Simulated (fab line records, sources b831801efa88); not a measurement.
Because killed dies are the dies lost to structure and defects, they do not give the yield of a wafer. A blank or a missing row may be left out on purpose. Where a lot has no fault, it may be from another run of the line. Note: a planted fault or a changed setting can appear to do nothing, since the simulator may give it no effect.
fab line records    flow sfqLine
[record] lots = 7  wafers = 21  lastDay = 78
route steps=325 shown M2@92 I2@103
lots untouched by any fault: they come from a run of this same line in which no faults occurred
startH: hours from the record's opening day to when the first of the lot's shown wafers began    waitH: hours elapsed since this lot's preceding step    " the same as in the row above    L1.1+2: several wafers, shown together as one row    - either no value or no given start    * or withheld: withheld    < > ~ a bound
route shown NAME@n: NAME is a module with steps in the file, n the number in the route of the first one    usual: the fault-free wafers' mean and standard deviation    same: alike in all rows    chamber/n: place in a boat    sites: per-site readings    _std_site: how widely they spread, as a standard deviation    _edge_site: outer sites' mean less inner sites'    radiusMm: for every site, how far away it sits from the centre of the wafer    mask NAME#n: copy n    behind: the last tool/chamber to shape the wafer    hold: cause of the lot's hold/its duration in hours/its outcome    device: which transistor (n, p or np) failed to switch    end of line: tests of these same wafers at the route's end    for a step that has no rows: nothing shown but its recipe    killed: not the wafer's yield, but the dies lost to structure and defects at the first sort    map: per-die view of a wafer (x killed, . not killed, _ where there is no die)
set.NAME: setting as actually run; set.NAME@STEP: the setting as run at that earlier step    model.NAME: the simulator's own value behind a step, which no gauge read
lots seen at some steps along the route; tables by step, rows by wafer
services: when a tool's chamber went out of use (startH, in hours from the record's first day, below 0 if earlier), for how many hours, and the reason
[[steps]]
[step SFQ_TRILAYER_M2_LITHO_COAT_062]
[recipe] resist = BARC  spinRpm = 3000  resistThkNm = 62
[step SFQ_TRILAYER_M2_LITHO_COAT_057]
[recipe] resist = KrF  spinRpm = 3000  resistThkNm = 600
[step SFQ_TRILAYER_M2_LITHO_SOFTBAKE_061]
[recipe] tempC = withheld  timeS = withheld  resist = KrF
[step SFQ_TRILAYER_M2_LITHO_EXPOSE_058]
[recipe] maskId = M2  na = 0.6  sourceShape = conventional  sigmaOuter = 0.65  targetCdNm = 500  doseMj = 14.4
[step SFQ_TRILAYER_M2_LITHO_PEB_060]
[recipe] pebTempC = 115  pebTimeS = 60  resist = KrF
[step SFQ_TRILAYER_M2_LITHO_DEVELOP_059]
[recipe] timeS = 60  resist = KrF
[step SFQ_M2_OVL_MEAS_916]
[usual] M2_OVL = 1/3.8
lot.wafer  tool        chamber  startH  waitH  M2_OVL[nm]
L557.3     overlay-01  -        468.06  0.1    1
L557.4     "           -        "       "      5
L557.5     "           -        "       "      7
L558.1     overlay-01  -        472.85  0.1    -1
L558.4     "           -        "       "      -2
L558.5     "           -        "       "      1
L567.1     overlay-01  -        571.31  0.1    -3
L567.2     "           -        "       "      -2
L567.5     "           -        "       "      4
L568.2     overlay-02  -        578.52  0.1    1
L568.4     "           -        "       "      2
L568.6     "           -        "       "      0
L571.2     overlay-02  -        594.12  0.1    -5
L571.5     "           -        "       "      0
L571.6     "           -        "       "      -2
L575.3     overlay-02  -        631.64  0.1    2
L575.5     "           -        "       "      8
L575.6     "           -        "       "      8
L578.2     overlay-02  -        657.34  0.1    0
L578.3     "           -        "       "      3
L578.6     "           -        "       "      10
[step SFQ_TRILAYER_M2_BARC_OPEN_METAL_ETCH_077]
[recipe] maskMaterial = PR  chemistry = O2  targetDepthNm = 125  target = BARC  icpW = 600  biasW = 80  pressureMtorr = 10  timeS = 41.7
[usual] chamberPressureMTorr = 9.999/0.0084  drypumpMotorCurrentA = 5.98/0.28  oesProductAu = 0.685/0.0047
lot.wafer  tool         chamber  startH  waitH  chamberPressureMTorr  drypumpMotorCurrentA  oesProductAu  rfHoursCounterH
L557.3     rieMetal-02  0        468.11  0.0    9.990                 5.61                  0.693         -
L557.4     "            1        "       "      9.991                 5.78                  0.698         -
L557.5     "            1        "       "      9.996                 5.76                  0.677         -
L558.1     rieMetal-02  1        472.89  0.0    9.987                 5.78                  0.683         71
L558.4     "            1        "       "      9.992                 5.76                  0.691         -
L558.5     "            0        "       "      9.994                 5.53                  0.685         -
L567.1     rieMetal-04  1        571.35  0.0    10.005                6.07                  0.686         120
L567.2     "            0        "       "      10.001                5.83                  0.691         86
L567.5     "            0        "       "      10.002                5.81                  0.693         -
L568.2     rieMetal-01  1        578.55  0.0    10.010                6.34                  0.689         74
L568.4     "            1        "       "      10.002                6.35                  0.684         -
L568.6     "            1        "       "      9.990                 6.37                  0.683         -
L571.2     rieMetal-01  1        594.15  0.0    10.008                6.35                  0.684         77
L571.5     "            0        "       "      10.002                6.20                  0.688         -
L571.6     "            1        "       "      10.002                6.33                  0.681         -
L575.3     rieMetal-02  0        631.69  0.0    10.003                5.54                  0.681         -
L575.5     "            0        "       "      9.997                 5.55                  0.684         -
L575.6     "            1        "       "      9.997                 5.76                  0.669         -
L578.2     rieMetal-01  1        657.37  0.0    9.992                 6.30                  0.683         89
L578.3     "            1        "       "      10.002                6.31                  0.686         -
L578.6     "            0        "       "      10.003                6.22                  0.680         -
[step SFQ_TRILAYER_M2_ETCH_METAL_ETCH_060]
[recipe] target = Nb  stopOn = SiO2  maskMaterial = PR  chemistry = Cl2/Ar  targetDepthNm = 240  icpW = 600  biasW = 80  pressureMtorr = 10  timeS = 120
[usual] chamberPressureMTorr = 10.000/0.0093  drypumpMotorCurrentA = 5.99/0.28  oesProductAu = 0.889/0.0094
lot.wafer  tool         chamber  startH  waitH  chamberPressureMTorr  drypumpMotorCurrentA  oesProductAu  rfHoursCounterH
L557.3     rieMetal-02  0        468.19  0.1    9.999                 5.56                  0.908         -
L557.4     "            1        "       "      10.010                5.74                  0.889         -
L557.5     "            1        "       "      9.997                 5.74                  0.900         -
L558.1     rieMetal-02  1        472.95  0.0    10.005                5.76                  0.904         71
L558.4     "            1        "       "      9.987                 5.75                  0.899         -
L558.5     "            0        "       "      10.011                5.56                  0.899         -
L567.1     rieMetal-04  1        571.41  0.0    10.014                6.03                  0.903         120
L567.2     "            0        "       "      10.006                5.84                  0.900         86
L567.5     "            0        "       "      9.986                 5.82                  0.889         -
L568.2     rieMetal-01  1        578.61  0.0    9.996                 6.36                  0.890         74
L568.4     "            1        "       "      9.997                 6.33                  0.868         -
L568.6     "            1        "       "      10.001                6.32                  0.893         -
L571.2     rieMetal-01  1        594.21  0.0    9.980                 6.28                  0.879         77
L571.5     "            0        "       "      9.998                 6.21                  0.885         -
L571.6     "            1        "       "      10.010                6.33                  0.907         -
L575.3     rieMetal-02  0        631.80  0.1    9.991                 5.55                  0.880         -
L575.5     "            0        "       "      9.995                 5.55                  0.882         -
L575.6     "            1        "       "      9.998                 5.79                  0.896         -
L578.2     rieMetal-01  1        657.43  0.0    10.000                6.34                  0.876         89
L578.3     "            1        "       "      10.010                6.38                  0.879         -
L578.6     "            0        "       "      9.986                 6.18                  0.890         -
[step SFQ_TRILAYER_M2_STRIP_STRIP_061]
[recipe] gas = O2  powerW = 200  platenTempC = 40  overashFraction = 0.65  chemistry = O2  pressureMtorr = 50
[usual] chamberPressureMTorr = 49.99/0.045  drypumpMotorCurrentA = 5.99/0.28  oesProductAu = 0.992/0.009
lot.wafer  tool         chamber  startH  waitH  chamberPressureMTorr  drypumpMotorCurrentA  oesProductAu  rfHoursCounterH
L557.3     rieMetal-02  0        468.47  0.2    50.01                 5.60                  0.993         -
L557.4     "            1        "       "      50.00                 5.75                  1.007         -
L557.5     "            1        "       "      49.99                 5.75                  1.006         -
L558.1     rieMetal-02  1        473.07  0.1    50.10                 5.79                  0.999         71
L558.4     "            1        "       "      49.99                 5.78                  1.006         -
L558.5     "            0        "       "      50.03                 5.57                  0.990         -
L567.1     rieMetal-04  1        571.54  0.1    49.99                 6.08                  0.982         120
L567.2     "            0        "       "      49.86                 5.85                  0.981         86
L567.5     "            0        "       "      49.99                 5.82                  0.982         -
L568.2     rieMetal-01  1        578.74  0.1    50.01                 6.33                  0.991         74
L568.4     "            1        "       "      50.03                 6.34                  0.996         -
L568.6     "            1        "       "      50.00                 6.31                  0.990         -
L571.2     rieMetal-01  1        594.34  0.1    49.93                 6.36                  0.986         77
L571.5     "            0        "       "      49.92                 6.20                  0.997         -
L571.6     "            1        "       "      49.98                 6.34                  0.979         -
L575.3     rieMetal-02  0        632.18  0.3    50.04                 5.59                  0.972         -
L575.5     "            0        "       "      50.04                 5.56                  0.973         -
L575.6     "            1        "       "      49.93                 5.76                  0.991         -
L578.2     rieMetal-01  1        657.55  0.1    50.04                 6.38                  1.001         89
L578.3     "            1        "       "      49.96                 6.39                  0.988         -
L578.6     "            0        "       "      50.10                 6.20                  1.002         -
[step SFQ_TRILAYER_M2_STRIP_SOLV_CLEAN_062]
[recipe] chemistry = NMP  tempC = 70  timeS = 600
[step SFQ_TRILAYER_I2_DEP_PECVD_063]
[recipe] material = SiO2  tempC = 150  timeS = 111.11  pressureTorr = 2.4  rfW = 183.3  precursor = SiH4/N2O  targetThkNm = 500
[usual] heaterPowerW = 75/14  runLengthS = 139.0/0.34  showerheadVppV = 825/46  throttleValvePct = 25.1/1.2
lot.wafer  tool      chamber  startH  waitH  heaterPowerW  runLengthS  showerheadVppV  throttleValvePct  model.SiO2_of_TRILAYER_I2_DEP_PECVD_063.thkNm
L557.3     pecvd-01  0        469.05  0.0    65            139.1       877             26.5              497.4
L557.4     "         0        "       "      66            139.1       866             26.4              500.7
L557.5     "         1        "       "      93            139.2       729             23.7              510.4
L558.1     pecvd-02  2        473.86  0.0    68            139.1       849             24.1              496.5
L558.4     "         1        "       "      67            139.3       877             24.4              503.8
L558.5     "         2        "       "      69            138.9       839             24.2              506.4
L567.1     pecvd-01  2        572.31  0.0    80            138.8       793             25.8              492.1
L567.2     "         0        "       "      76            138.9       873             26.9              501.3
L567.5     "         0        "       "      77            124.8       862             27.0              444.9
L568.2     pecvd-01  1        579.51  0.0    93            138.5       711             24.1              508
L568.4     "         1        "       "      97            138.5       720             24.1              513
L568.6     "         2        "       "      82            124.8       834             26.0              434.1
L571.2     pecvd-01  1        595.13  0.0    85            138.5       719             24.1              504.9
L571.5     "         2        "       "      79            125.0       826             26.0              435.3
L571.6     "         1        "       "      89            124.3       736             24.1              445.6
L575.3     pecvd-02  2        632.89  0.0    64            139.2       843             24.7              502.6
L575.5     "         2        "       "      67            139.0       845             24.4              508.9
L575.6     "         0        "       "      49            140.1       842             23.5              512.2
L578.2     pecvd-04  1        658.34  0.0    74            138.8       807             24.3              489.5
L578.3     "         0        "       "      89            138.4       852             26.5              488.2
L578.6     "         2        "       "      100           138.8       834             25.3              508.8
[step SFQ_TRILAYER_I2_CMP_CMP_064]
[recipe] material = SiO2  downForcePsi = 3  platenRpm = 60  padVelocityMS = 0.94248
[usual] motorCurrentA = 10.8/1  timeToEndpointS = 214/9.3
lot.wafer  tool    chamber  startH  waitH  motorCurrentA  timeToEndpointS
L557.3     cmp-01  2        469.62  0.5    11.1           198
L557.4     "       0        470.62  1.5    11.4           208
L557.5     "       1        "       "      12.8           222
L558.1     cmp-02  2        474.44  0.5    9.5            215
L558.4     "       0        475.44  1.5    10.0           211
L558.5     "       2        476.44  2.5    9.5            220
L567.2     cmp-01  3        587.65  15.3   11.1           213
L567.1     "       0        "       "      10.7           209
L567.5     "       2        589.15  16.8   11.0           167
L568.2     cmp-02  3        594.00  14.5   11.1           199
L568.4     "       0        "       "      9.8            216
L568.6     "       3        596.00  16.4   10.9           153
L571.2     cmp-01  1        613.65  18.5   12.6           226
L571.5     "       1        615.65  20.4   12.5           174
L571.6     "       2        "       "      10.7           172
L575.3     cmp-01  1        663.59  30.7   13.1           224
L575.5     "       2        "       "      10.6           210
L575.6     "       3        "       "      11.0           225
L578.2     cmp-01  3        689.09  30.7   11.3           206
L578.3     "       1        690.09  31.7   12.1           206
L578.6     "       0        691.59  33.2   10.9           218
[step SFQ_I2_BOW_MEAS_917]
[recipe] mode = bow
[usual] I2_BOW = 4/7.8
lot.wafer  tool          chamber  startH  waitH  I2_BOW[um]
L557.3     filmMetro-03  -        472.16  2.0    4
L557.4     "             -        "       "      16
L557.5     "             -        "       "      3
L558.1     filmMetro-04  -        476.94  2.0    12
L558.4     "             -        "       "      12
L558.5     "             -        "       "      7
L567.1     filmMetro-01  -        589.65  1.0    5
L567.2     "             -        "       "      9
L567.5     "             -        "       "      -4
L568.2     filmMetro-04  -        596.52  2.0    9
L568.4     "             -        "       "      12
L568.6     "             -        "       "      11
L571.2     filmMetro-04  -        616.67  2.5    13
L571.5     "             -        "       "      9
L571.6     "             -        "       "      5
L575.3     filmMetro-03  -        665.13  1.0    -3
L575.5     "             -        "       "      -3
L575.6     "             -        "       "      0
L578.2     filmMetro-03  -        692.11  2.5    2
L578.3     "             -        "       "      -10
L578.6     "             -        "       "      3
[[services]]
tool         chamber  startH  hours  kind
pecvd-04     2        456.84  4.6    repair
cmp-01       -        473.27  0.3    repair
pecvd-02     -        489.79  0.7    repair
pecvd-01     2        499.33  29.9   repair
pecvd-04     -        500.39  2.8    pm
cmp-02       -        507.59  0.9    repair
rieMetal-02  0        510.65  -      clean
rieMetal-02  0        510.65  15.0   scheduledDown
rieMetal-02  0        510.65  15.0   ventCycle
cmp-01       -        527.79  2.2    repair
rieMetal-02  -        538.05  15.6   pm
pecvd-04     -        541.22  0.7    repair
cmp-01       -        545.52  4.1    pm
cmp-01       -        576.65  4.0    pm
cmp-02       -        582.04  3.1    repair
cmp-02       -        588.13  4.9    pm
cmp-02       -        591.46  2.0    repair
pecvd-04     2        612.67  1.9    repair
pecvd-04     -        614.06  3.4    repair
cmp-01       -        628.53  1.7    repair
pecvd-01     -        632.54  1.2    repair
rieMetal-02  -        643.42  1.4    pm
cmp-01       -        644.42  2.7    repair
rieMetal-01  -        662.20  2.8    pm
[[key]]
[firstSign] step = SFQ_TRILAYER_I2_DEP_PECVD_063  reading = runLengthS  direction = down  sigmas = 42  usual = *  struck = *
[effect] step = SFQ_TRILAYER_I2_CMP_CMP_064  reading = timeToEndpointS  direction = down  sigmas = 5.1  usual = *  struck = *
[modelEffect] step = SFQ_TRILAYER_I2_DEP_PECVD_063  value = SiO2_of_TRILAYER_I2_DEP_PECVD_063.thkNm  without = 504  struck = 440
metAt SFQ_TRILAYER_I2_DEP_PECVD_063
struckWafers L567.5,L568.6,L571.5,L571.6
onsetBetween 469.05 572.31
[fault] kind = processParameterDrift  tool = pecvd-01  chamber = -  onsetH = 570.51  steps = SFQ_TRILAYER_I2_DEP_PECVD_063  channel = timeS  offset = *  shape = step  endH = 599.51  scope = struckWafersOnly  actsIn = *  stated = *
